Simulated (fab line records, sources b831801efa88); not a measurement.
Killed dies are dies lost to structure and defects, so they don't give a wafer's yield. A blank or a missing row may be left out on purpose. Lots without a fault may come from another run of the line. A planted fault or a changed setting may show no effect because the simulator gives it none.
Which tool did it? | flow sky130 | 6 lots, 18 wafers sampled, at 1 step of a route of 708

WHAT THE GAUGES READ, wafer by wafer
SKY_METAL1_OVL_MEAS_16.
lot  | measured     | on         | METAL1_OVL (nm)
L231 | day 33 20:08 | overlay-01 | 0 -5 3
L234 | day 34 22:20 | overlay-01 | 5 -6 -3
L236 | day 35 15:57 | overlay-02 | 14 11 12
L239 | day 36 10:00 | overlay-01 | -2 1 4
L242 | day 37 07:58 | overlay-01 | 13 1 5
L250 | day 39 19:02 | overlay-01 | 4 1 7

WHICH TOOL RAN EACH LOT (tool, then ch and the chambers of the sampled wafers, then the start)
The record holds no process step before these readings.

THE ANSWER, worked out from the rows above alone
Rule: what is usual is taken from the lots themselves. Put in order of their means at a reading, lots are off if they are a third of the lots or fewer, leave a main group of 4 or more, and stand apart from it by a gap of 3 or more times the standard deviation of the main group's means; of several such gaps the widest counts. A main group whose means are all the same, to the digits that the tables above print for the reading, isn't used. A lot without any number at a reading at which 4 lots or more have one is off too. The other lots that the step has rows for count as sound.
No lot is off at any reading shown: from this, nothing can be told.

WHAT THE SIMULATOR HAD PUT IN
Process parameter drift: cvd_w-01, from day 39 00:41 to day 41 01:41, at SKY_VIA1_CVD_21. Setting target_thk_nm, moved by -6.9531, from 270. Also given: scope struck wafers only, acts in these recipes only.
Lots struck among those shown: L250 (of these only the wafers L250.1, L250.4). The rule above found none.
